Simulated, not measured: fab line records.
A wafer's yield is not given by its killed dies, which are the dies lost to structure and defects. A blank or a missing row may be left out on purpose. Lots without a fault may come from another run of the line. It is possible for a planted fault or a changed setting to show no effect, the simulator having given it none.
Which of the tools did it? ; flow gf180mcu ; 12 lots, 36 wafers sampled, at 5 steps of a route of 602

== WHAT EACH GAUGE READ, for each wafer ==
GF_M1_RS_MEAS_05: uses a four-point probe to measure.
lot;measured;on;M1_ALCU_RS (ohm/sq)
L494;day 16 00:35;film-metro-01;0.0695 0.0695 0.0697
L495;day 16 08:21;film-metro-01;0.0709 0.0704 0.0702
L496;day 16 22:50;film-metro-01;0.0691 0.0689 0.0690
L505;day 20 04:59;film-metro-04;0.0686 0.0687 0.0686
L506;day 20 14:38;film-metro-02;0.0698 0.0696 0.0697
L510;day 22 09:37;film-metro-01;0.0711 0.0707 0.0711
L512;day 22 18:07;film-metro-02;0.0711 0.0700 0.0707
L513;day 23 03:51;film-metro-04;0.0696 0.0695 0.0689
L514;day 23 13:17;film-metro-04;0.0688 0.0685 0.0695
L515;day 23 22:21;film-metro-02;0.0696 0.0698 0.0700
L516;day 23 23:58;film-metro-01;0.0683 0.0681 0.0686
L517;day 24 06:31;film-metro-01;0.0694 0.0701 0.0696

GF_M1_THK_MEAS_06: measures by xrf.
lot;measured;on;M1_ALCU_THK (nm)
L494;day 16 00:43;film-metro-01;446 446 443
L495;day 16 08:28;film-metro-01;437 439 444
L496;day 16 22:58;film-metro-01;450 450 448
L505;day 20 05:07;film-metro-04;456 456 458
L506;day 20 14:46;film-metro-02;445 449 447
L510;day 22 09:43;film-metro-01;433 437 435
L512;day 22 18:14;film-metro-02;439 448 445
L513;day 23 03:57;film-metro-04;450 451 455
L514;day 23 13:23;film-metro-04;453 456 451
L515;day 23 22:28;film-metro-02;449 447 445
L516;day 24 00:05;film-metro-01;452 451 448
L517;day 24 06:38;film-metro-01;446 439 446

GF_M1_CD_MEAS_14: the cd target is 230 nm.
lot;measured;on;cd-nm (nm)
L494;day 16 23:07;cd-sem-02;233.2 231.8 231.9
L495;day 17 07:12;cd-sem-02;229.9 230.0 230.1
L496;day 17 22:05;cd-sem-01;230.7 230.4 230.1
L505;day 21 04:34;cd-sem-02;231.8 233.3 233.2
L506;day 21 14:08;cd-sem-01;234.6 234.0 234.8
L510;day 23 08:50;cd-sem-01;229.9 231.6 229.9
L512;day 23 16:17;cd-sem-02;231.0 231.6 231.5
L513;day 24 02:08;cd-sem-02;233.3 233.3 233.0
L514;day 24 11:22;cd-sem-02;231.5 230.3 230.1
L515;day 24 20:23;cd-sem-02;228.9 229.0 229.3
L516;day 24 21:41;cd-sem-02;230.5 230.3 230.3
L517;day 25 03:37;cd-sem-02;228.5 227.7 227.6

== WHAT TOOL EACH LOT RAN ON (gives the tool, then ch and the chambers of the sampled wafers, and finally the start) ==
lot;GF_CONTACT_SPUTTER_22;GF_M1_SOFTBAKE_10
L494;pvd-sputter-04, day 15 23:41;litho-track-01 ch 0, day 16 12:09
L495;pvd-sputter-01, day 16 07:26;litho-track-04 ch 0, day 16 19:32
L496;pvd-sputter-04, day 16 21:56;litho-track-04 ch 0, day 17 09:59
L505;pvd-sputter-01, day 20 04:05;litho-track-01 ch 0, day 20 16:29
L506;pvd-sputter-02, day 20 13:44;litho-track-01 ch 0, day 21 02:38
L510;pvd-sputter-04, day 22 08:38;litho-track-04 ch 0, day 22 21:18
L512;pvd-sputter-01, day 22 17:11;litho-track-02 ch 0, day 23 05:28
L513;pvd-sputter-04, day 23 02:55;litho-track-02 ch 0, day 23 14:46
L514;pvd-sputter-04, day 23 12:21;litho-track-01 ch 0, day 24 00:05
L515;pvd-sputter-02, day 23 21:26;litho-track-04 ch 0, day 24 09:22
L516;pvd-sputter-02, day 23 23:02;litho-track-01 ch 0, day 24 11:10
L517;pvd-sputter-02, day 24 05:37;litho-track-01 ch 0, day 24 17:05
- GF_CONTACT_SPUTTER_22: material Ti, target thk 15 nm, time 80.02 s.
- GF_M1_SOFTBAKE_10: time 60 s.

== AS READ BY THE TOOLS THEMSELVES (means over the sampled wafers that have a number; for cases with no such wafer, the mark the record gives instead) ==
GF_CONTACT_SPUTTER_22.
lot;tool;throttle-valve-pct (%)
L494;pvd-sputter-04;30.1
L495;pvd-sputter-01;30.4
L496;pvd-sputter-04;29.8
L505;pvd-sputter-01;30.1
L506;pvd-sputter-02;29.5
L510;pvd-sputter-04;30.3
L512;pvd-sputter-01;30.5
L513;pvd-sputter-04;30.6
L514;pvd-sputter-04;30.1
L515;pvd-sputter-02;29.6
L516;pvd-sputter-02;29.7
L517;pvd-sputter-02;30.0

GF_M1_SOFTBAKE_10.
lot;tool;chill-plate-temp-C (C);heater-power-total-W (W);plate-temp-C (C)
L494;litho-track-01;22.94;93.02;129.97
L495;litho-track-04;22.94;93.02;129.96
L496;litho-track-04;22.92;93.06;129.86
L505;litho-track-01;23.05;91.87;128.58
L506;litho-track-01;23.09;91.85;128.64
L510;litho-track-04;23.02;93.08;129.95
L512;litho-track-02;22.92;93.02;130.16
L513;litho-track-02;23.02;93.11;129.91
L514;litho-track-01;22.85;93.00;129.89
L515;litho-track-04;22.99;93.07;130.01
L516;litho-track-01;22.95;93.07;129.99
L517;litho-track-01;23.00;93.01;129.94

== THE ANSWER, worked out from the rows above alone ==
Rule: the lots themselves supply what counts as usual. The widest of any qualifying gaps counts: lots, ordered by their means at a reading, are off when they make up no more than a third of the lots, leave a main group of 4 or more, and stand apart from it by 3 or more times the standard deviation of that group's means. The tables above print the reading to a certain number of digits; a main group whose means all agree to those digits is not used. A lot without any number at a reading at which 4 lots or more have one is off too. Any other lot the step has rows for is counted as sound. The gauges are gone through in route order, then the tools' own readings, and for those a lot's mean is taken as printed above. The first step at which some lot is off is used, and at that step the reading that is off furthest; a lot without a number counts as furthest.
Off: L505, L506, at GF_M1_SOFTBAKE_10 (heater-power-total-W). Main group: mean 93.05 W, sd 0.035.
A tool fits if, at that step or a process step before it, it ran every lot that is off, and no sound lot after the first of them. Of those tried, none fits.

== WHAT THE SIMULATOR HAD PUT IN ==
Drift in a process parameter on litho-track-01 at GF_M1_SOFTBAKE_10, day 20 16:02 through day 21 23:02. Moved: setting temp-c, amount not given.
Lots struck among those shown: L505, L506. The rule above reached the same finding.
